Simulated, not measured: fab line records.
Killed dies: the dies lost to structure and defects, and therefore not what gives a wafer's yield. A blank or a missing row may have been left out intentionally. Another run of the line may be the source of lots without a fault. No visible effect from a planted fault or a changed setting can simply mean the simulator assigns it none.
Which tool did it? :: flow gf180mcu :: 39 wafers from 13 lots sampled at 3 of the route's 602 steps

== WHAT THE GAUGES SHOWED, per wafer ==
GF_HV_LDD_THK_MEAS_57. Usual: for HV_LDD_CVD_56_THK the level is 90.0 nm and the standard deviation is 0.96.
lot: L884
measured: day 12 16:13
on: film_metro-03
HV_LDD_CVD_56_THK (nm): 89.4 89.2 90.2
flag: 

lot: L885
measured: day 13 00:35
on: film_metro-03
HV_LDD_CVD_56_THK (nm): 89.6 89.0 89.8
flag: 

lot: L886
measured: day 13 04:14
on: film_metro-03
HV_LDD_CVD_56_THK (nm): 88.5 88.5 88.9
flag: 

lot: L887
measured: day 13 16:43
on: film_metro-03
HV_LDD_CVD_56_THK (nm): 91.1 91.4 91.6
flag: 

lot: L888
measured: day 13 20:22
on: film_metro-01
HV_LDD_CVD_56_THK (nm): 91.0 91.0 90.5
flag: 

lot: L889
measured: day 13 23:42
on: film_metro-04
HV_LDD_CVD_56_THK (nm): 90.2 90.7 91.0
flag: 

lot: L891
measured: day 14 15:55
on: film_metro-01
HV_LDD_CVD_56_THK (nm): 90.9 90.7 90.9
flag: 

lot: L892
measured: day 15 05:17
on: film_metro-01
HV_LDD_CVD_56_THK (nm): 89.8 89.5 88.9
flag: 

lot: L895
measured: day 16 02:25
on: film_metro-04
HV_LDD_CVD_56_THK (nm): 88.7 89.2 88.9
flag: 

lot: L904
measured: day 19 03:23
on: film_metro-01
HV_LDD_CVD_56_THK (nm): 90.3 89.7 90.0
flag: 

lot: L905
measured: day 19 10:20
on: film_metro-03
HV_LDD_CVD_56_THK (nm): 88.2 88.2 88.6
flag: 

lot: L906
measured: day 19 20:57
on: film_metro-01
HV_LDD_CVD_56_THK (nm): 91.3 91.1 90.4
flag: 

lot: L907
measured: day 20 11:47
on: film_metro-01
HV_LDD_CVD_56_THK (nm): 89.9 88.7 89.8
flag: 

GF_SAB_CD_MEAS_09 targets a cd of 420 nm. Usual: cd_nm reads 420.9 nm (standard deviation 2.1).
lot: L884
measured: day 15 06:56
on: cd_sem-01
cd_nm (nm): 418.9 419.0 418.8
flag: 

lot: L885
measured: day 15 17:02
on: cd_sem-02
cd_nm (nm): 421.2 421.0 424.0
flag: 

lot: L886
measured: day 15 19:56
on: cd_sem-01
cd_nm (nm): 422.3 424.7 424.9
flag: 

lot: L887
measured: day 16 10:50
on: cd_sem-01
cd_nm (nm): 420.3 422.3 421.6
flag: 

lot: L888
measured: day 16 18:02
on: cd_sem-01
cd_nm (nm): 420.3 420.1 419.3
flag: 

lot: L889
measured: day 16 18:13
on: cd_sem-02
cd_nm (nm): 419.8 423.2 422.3
flag: 

lot: L891
measured: day 17 12:27
on: cd_sem-02
cd_nm (nm): 420.4 422.2 420.8
flag: 

lot: L892
measured: day 18 02:10
on: cd_sem-01
cd_nm (nm): 418.0 416.2 418.5
flag: 

lot: L895
measured: day 19 02:03
on: cd_sem-02
cd_nm (nm): 418.5 416.2 419.5
flag: 

lot: L904
measured: day 22 03:59
on: cd_sem-01
cd_nm (nm): 422.5 422.3 421.8
flag: 

lot: L905
measured: day 22 11:09
on: cd_sem-01
cd_nm (nm): 420.8 420.8 418.4
flag: 

lot: L906
measured: day 22 20:43
on: cd_sem-01
cd_nm (nm): 422.8 422.2 423.0
flag: 

lot: L907
measured: day 23 10:23
on: cd_sem-02
cd_nm (nm): 421.7 420.5 422.6
flag: 

== WHICH TOOL RAN EACH LOT (tool, then ch and the chambers of the sampled wafers, then the start) ==
lot: L884
GF_NSD_STRIP_11: plasma_asher-04 ch 0,1, day 13 12:31

lot: L885
GF_NSD_STRIP_11: plasma_asher-01 ch 0,1, day 13 21:52

lot: L886
GF_NSD_STRIP_11: plasma_asher-02 ch 0,1, day 14 00:58

lot: L887
GF_NSD_STRIP_11: plasma_asher-01 ch 0,1, day 14 14:22

lot: L888
GF_NSD_STRIP_11: plasma_asher-02 ch 0,1, day 14 16:54

lot: L889
GF_NSD_STRIP_11: plasma_asher-02 ch 0,1, day 14 20:07

lot: L891
GF_NSD_STRIP_11: plasma_asher-01 ch 0,1, day 15 14:15

lot: L892
GF_NSD_STRIP_11: plasma_asher-02 ch 0,1, day 16 03:41

lot: L895
GF_NSD_STRIP_11: plasma_asher-01 ch 0,1, day 17 01:45

lot: L904
GF_NSD_STRIP_11: plasma_asher-01 ch 0,1, day 20 03:43

lot: L905
GF_NSD_STRIP_11: plasma_asher-01 ch 0,1, day 20 11:08

lot: L906
GF_NSD_STRIP_11: plasma_asher-04 ch 0,1, day 20 21:06

lot: L907
GF_NSD_STRIP_11: plasma_asher-04 ch 0,1, day 21 11:36
- GF_NSD_STRIP_11: strips in O2/N2.

== AS READ BY THE TOOLS THEMSELVES (means over the sampled wafers that have a number; for cases with no such wafer, the mark the record gives instead) ==
GF_NSD_STRIP_11. Usual: drypump_motor_current_A 5.71 A, standard deviation 0.25; heater_power_w 328 W, standard deviation 36; o2_flow_sccm 3001 sccm, standard deviation 9.2; oes_product_au 0.487 a.u., standard deviation 0.0046; strip_time_to_endpoint_s 22.96 s, standard deviation 0.036.
lot: L884
tool: plasma_asher-04
drypump_motor_current_A (A): 5.65
heater_power_w (W): 341
o2_flow_sccm (sccm): 2997
oes_product_au (a.u.): 0.486
strip_time_to_endpoint_s (s): 22.95
flag: 

lot: L885
tool: plasma_asher-01
drypump_motor_current_A (A): 5.68
heater_power_w (W): 359
o2_flow_sccm (sccm): 2999
oes_product_au (a.u.): 0.488
strip_time_to_endpoint_s (s): 22.98
flag: 

lot: L886
tool: plasma_asher-02
drypump_motor_current_A (A): 5.71
heater_power_w (W): 296
o2_flow_sccm (sccm): 3012
oes_product_au (a.u.): 0.484
strip_time_to_endpoint_s (s): 23.02
flag: 

lot: L887
tool: plasma_asher-01
drypump_motor_current_A (A): 5.65
heater_power_w (W): 365
o2_flow_sccm (sccm): 3003
oes_product_au (a.u.): 0.481
strip_time_to_endpoint_s (s): 22.94
flag: 

lot: L888
tool: plasma_asher-02
drypump_motor_current_A (A): 5.68
heater_power_w (W): 310
o2_flow_sccm (sccm): 3000
oes_product_au (a.u.): 0.487
strip_time_to_endpoint_s (s): 22.96
flag: 

lot: L889
tool: plasma_asher-02
drypump_motor_current_A (A): 5.71
heater_power_w (W): 293
o2_flow_sccm (sccm): 3003
oes_product_au (a.u.): 0.488
strip_time_to_endpoint_s (s): 22.90
flag: 

lot: L891
tool: plasma_asher-01
drypump_motor_current_A (A): 5.65
heater_power_w (W): 365
o2_flow_sccm (sccm): 3004
oes_product_au (a.u.): 0.488
strip_time_to_endpoint_s (s): 22.91
flag: 

lot: L892
tool: plasma_asher-02
drypump_motor_current_A (A): 5.72
heater_power_w (W): 293
o2_flow_sccm (sccm): 2998
oes_product_au (a.u.): 0.489
strip_time_to_endpoint_s (s): 22.96
flag: 

lot: L895
tool: plasma_asher-01
drypump_motor_current_A (A): 5.66
heater_power_w (W): 363
o2_flow_sccm (sccm): 3009
oes_product_au (a.u.): 0.490
strip_time_to_endpoint_s (s): 22.97
flag: 

lot: L904
tool: plasma_asher-01
drypump_motor_current_A (A): 5.68
heater_power_w (W): 371
o2_flow_sccm (sccm): 3012
oes_product_au (a.u.): 0.486
strip_time_to_endpoint_s (s): 22.96
flag: 

lot: L905
tool: plasma_asher-01
drypump_motor_current_A (A): 5.62
heater_power_w (W): 356
o2_flow_sccm (sccm): 3014
oes_product_au (a.u.): 0.487
strip_time_to_endpoint_s (s): 22.99
flag: 

lot: L906
tool: plasma_asher-04
drypump_motor_current_A (A): 5.98
heater_power_w (W): 310
o2_flow_sccm (sccm): 3001
oes_product_au (a.u.): 0.486
strip_time_to_endpoint_s (s): 22.93
flag: 

lot: L907
tool: plasma_asher-04
drypump_motor_current_A (A): 5.65
heater_power_w (W): 343
o2_flow_sccm (sccm): 2991
oes_product_au (a.u.): 0.483
strip_time_to_endpoint_s (s): 23.00
flag: 

== THE ANSWER, worked out from the rows above alone ==
Rule: a lot counts as off when the mean over its wafers that have a number is more than 3 standard deviations away from the usual mean. A lot without any number at a reading at which 4 lots or more have one is off too. The other lots that the step has rows for count as sound. The gauges are gone through in route order, then the tools' own readings, and for those a lot's mean is taken as printed above. The first step at which some lot is off is used, and at that step the reading that is off furthest; a lot without a number counts as furthest.
Across all readings shown, no lot is off: no conclusion can be drawn from this.

== WHAT THE SIMULATOR HAD INSERTED ==
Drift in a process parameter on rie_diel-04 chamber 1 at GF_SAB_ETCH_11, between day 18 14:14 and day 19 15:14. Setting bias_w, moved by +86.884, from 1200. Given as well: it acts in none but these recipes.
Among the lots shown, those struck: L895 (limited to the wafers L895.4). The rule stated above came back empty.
